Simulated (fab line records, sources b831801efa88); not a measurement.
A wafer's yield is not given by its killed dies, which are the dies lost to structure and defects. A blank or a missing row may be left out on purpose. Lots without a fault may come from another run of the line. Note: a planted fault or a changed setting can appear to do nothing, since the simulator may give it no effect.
Struck lot and sound lot, side by side :: flow sfqLine :: 24 steps out of a route of 325
Sound: these wafers, L488.1, L488.3, L488.4. Wafers struck: L489.1, L489.2, L489.5. The cause is named last.
Per side, at each step with rows, come the tool, then ch with its chambers, and then its first start. Under that, the readings that differ: sound wafers :: struck wafers :: difference of the means :: sigmas: that difference in standard deviations of wafers without a fault.
alike: words and numbers the same on both sides, and readings whose means are apart by under 2 such deviations; not compared: readings that were withheld, readings missing a value for some wafer, numbers with overlapping values and no deviation given by the record, and bounds like >300 which may hide the same value.
The two part at a step that has a row with sigmas, a row that says differs or no value, or rows on one side only. Numbers that have no deviation but don't overlap get no sigmas and don't part them. A reading missing from all wafers of one side parts the sides only when that side holds two or more wafers.

first, 2 steps without rows for these wafers: SFQ_TRILAYER_C5_STRIP_SOLV_CLEAN_156 (cleans in NMP, time 600 s); SFQ_TRILAYER_M6_DEP_PRE_CLEAN_158 (time 22.5 s).
SFQ_TRILAYER_M6_DEP_SPUTTER_157: material Nb, target thk 200 nm, time 133.3 s.
  sound on pvdSputter-03 at day 64 12:43; struck on pvdSputter-04 at day 68 20:46
  alike: cathodeDcPowerW, throttleValvePct
SFQ_M6_RS_MEAS_938: measures by four-point-probe.
  sound on filmMetro-03 at day 64 12:48; struck on filmMetro-02 at day 68 20:52
  alike: M6_NB_RS
then, 6 steps without rows for these wafers: SFQ_TRILAYER_M6_LITHO_COAT_164 (resist thk 62 nm); SFQ_TRILAYER_M6_LITHO_COAT_159 (resist thk 600 nm); SFQ_TRILAYER_M6_LITHO_SOFTBAKE_163; SFQ_TRILAYER_M6_LITHO_EXPOSE_160 (exposes mask M6, target cd 500 nm); SFQ_TRILAYER_M6_LITHO_PEB_162 (peb time 60 s); SFQ_TRILAYER_M6_LITHO_DEVELOP_161 (time 60 s).
SFQ_M6_OVL_MEAS_940:
  sound on overlay-02 at day 69 04:17; struck on overlay-02 at day 69 05:29
  alike: M6_OVL
SFQ_TRILAYER_M6_BARC_OPEN_METAL_ETCH_206: etches BARC in O2, target depth 125 nm, time 41.7 s.
  sound on rieMetal-01 ch 0,1, day 69 04:19; struck on rieMetal-02 ch 0,1, day 69 05:31
  no value came back on the struck wafers for biasW (W), chamberPressureMTorr (mTorr), drypumpMotorCurrentA (A), oesProductAu (a.u.); on the sound wafers biasW (W) reads 79.72 79.99 80.18
reading: model.KrF_of_TRILAYER_M6_LITHO_COAT_159.thkNm (nm)
sound: 523.7 521.8 525
struck: 573 572.7 572.4
difference: +49
sigmas: 
  not compared: rfHoursCounterH
SFQ_TRILAYER_M6_ETCH_METAL_ETCH_162: etches Nb in Cl2/Ar, stops on SiO2, target depth 240 nm, time 120 s.
  sound on rieMetal-01 ch 0,1, day 69 04:22; struck on rieMetal-02 ch 0,1, day 69 05:34
reading: oesProductAu (a.u.)
sound: 0.898 0.889 0.898
struck: 0.377 0.382 0.377
difference: -0.516
sigmas: -81

reading: model.KrF_of_TRILAYER_M6_LITHO_COAT_159.thkNm (nm)
sound: 381.4 379.9 383
struck: 434.8 432.6 432.5
difference: +51.9
sigmas: 
  alike: biasW, chamberPressureMTorr, drypumpMotorCurrentA
  not compared: rfHoursCounterH
SFQ_TRILAYER_M6_STRIP_STRIP_163: strips in O2.
  sound on rieMetal-01 ch 0,1, day 69 04:30; struck on rieMetal-02 ch 0,1, day 69 05:42
  alike: chamberPressureMTorr, drypumpMotorCurrentA, oesProductAu
  not compared: rfHoursCounterH
then, 1 step without rows for these wafers: SFQ_TRILAYER_M6_STRIP_SOLV_CLEAN_164 (cleans in NMP, time 600 s).
SFQ_TRILAYER_I6_DEP_PECVD_165: deposits SiO2 from SiH4/N2O, time 111.11 s, target thk 500 nm.
  sound on pecvd-03 ch 0,1, day 69 05:16; struck on pecvd-04 ch 0,2, day 69 06:28
reading: heaterPowerW (W)
sound: 74 94 61
struck: 102 141 148
difference: +54
sigmas: +2
  alike: chamberPressureTorr, throttleValvePct
  not compared: sinceWetCleanH
SFQ_TRILAYER_I6_CMP_CMP_166: polishes SiO2.
  sound on cmp-02 ch 1,2,3, day 69 07:11; struck on cmp-01 ch 0,1,2, day 69 09:40
  alike: motorCurrentA, timeToEndpointS
SFQ_I6_BOW_MEAS_941:
  sound on filmMetro-02 at day 69 10:11; struck on filmMetro-03 at day 69 11:40
  alike: I6_BOW
SFQ_TRILAYER_I6_METRO_MEASURE_167:
  sound on filmMetro-02 at day 69 10:19; struck on filmMetro-03 at day 69 11:47
reading: thkNm (nm)
sound: 199.0 199.4 197.3
struck: 200.5 201.3 200.6
difference: +2.2
sigmas: +2
then, 3 steps without rows for these wafers: SFQ_TRILAYER_I6_VIA_LITHO_COAT_174 (resist thk 62 nm); SFQ_TRILAYER_I6_VIA_LITHO_COAT_169 (resist thk 650 nm); SFQ_TRILAYER_I6_VIA_LITHO_SOFTBAKE_173.
SFQ_TRILAYER_I6_VIA_LITHO_EXPOSE_170: exposes mask I6, target cd 700 nm.
  sound on krfScanner-02 ch 0; struck on krfScanner-02, day 69 13:44
  no value came back on the struck wafers for exposureDoseMJCm2, focusOffsetNm (nm), na, sigmaOuter; on the sound wafers exposureDoseMJCm2 reads 21.292 21.289 21.305
  alike: mask
then, 1 step without rows for these wafers: SFQ_TRILAYER_I6_VIA_LITHO_PEB_172 (peb time 60 s).

== WHERE THEY PART ==
At SFQ_TRILAYER_M6_BARC_OPEN_METAL_ETCH_206 first; at SFQ_TRILAYER_I6_VIA_LITHO_EXPOSE_170 last (within this record only).

WHY: what had been put in by the simulator
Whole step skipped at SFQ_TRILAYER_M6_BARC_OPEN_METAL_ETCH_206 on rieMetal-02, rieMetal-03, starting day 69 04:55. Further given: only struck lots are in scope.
